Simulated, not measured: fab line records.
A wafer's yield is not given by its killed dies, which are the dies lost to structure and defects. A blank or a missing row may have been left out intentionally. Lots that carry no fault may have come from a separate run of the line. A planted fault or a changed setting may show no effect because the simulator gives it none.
Chamber matching / flow gf180mcu / 4 sister chambers for GF_V2_CMP_26 on cmp-02
The step polishes, stops on SiO2, t overpolish 15 s, target thk 0 nm. 7 wafers are shown with their chamber, then 7 later ones without.

WAFERS WITH THEIR CHAMBER
wafer=L874.2; chamber=1; motor current A (A)=11.8; time to endpoint s (s)=82
wafer=L880.5; chamber=2; motor current A (A)=9.8; time to endpoint s (s)=82
wafer=L881.1; chamber=1; motor current A (A)=11.5; time to endpoint s (s)=86
wafer=L881.3; chamber=3; motor current A (A)=11.0; time to endpoint s (s)=79
wafer=L881.5; chamber=3; motor current A (A)=11.4; time to endpoint s (s)=79
wafer=L887.1; chamber=0; motor current A (A)=9.9; time to endpoint s (s)=78
wafer=L887.4; chamber=2; motor current A (A)=9.4; time to endpoint s (s)=77

WAFERS WITHOUT THEIR CHAMBER
wafer=L887.6; motor current A (A)=9.5; time to endpoint s (s)=82
wafer=L889.1; motor current A (A)=11.2; time to endpoint s (s)=79
wafer=L889.3; motor current A (A)=11.0; time to endpoint s (s)=91
wafer=L889.6; motor current A (A)=10.9; time to endpoint s (s)=79
wafer=L893.3; motor current A (A)=11.2; time to endpoint s (s)=80
wafer=L893.5; motor current A (A)=9.9; time to endpoint s (s)=82
wafer=L893.6; motor current A (A)=11.2; time to endpoint s (s)=78

WHICH CHAMBER EACH ONE RAN IN
wafer=L887.6; from the rows above=can't be placed: 2 or 0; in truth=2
wafer=L889.1; from the rows above=3; in truth=3
wafer=L889.3; from the rows above=can't be placed: 1 or 3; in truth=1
wafer=L889.6; from the rows above=3; in truth=3
wafer=L893.3; from the rows above=can't be placed: 3 or 1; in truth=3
wafer=L893.5; from the rows above=can't be placed: 2 or 0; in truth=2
wafer=L893.6; from the rows above=3; in truth=3
Correct placement for 3 of the 7. Cannot be placed on the basis of these rows: 4; the candidates contain the true chamber in 4. Placed wrongly: 0.
How it was worked out, from the rows above alone: a wafer's distance from a chamber is the root of the sum, over the readings, of the square of ((its reading less the chamber's mean) divided by the reading's scatter). The wafer belongs to the nearest chamber; if the next one is less than 2 further off, it can't be placed. Each chamber's mean is taken over the wafers shown for it. The scatter: the root of (the sum of the squares of (reading less its chamber's mean) over the shown wafers, divided by (wafers less chambers)).
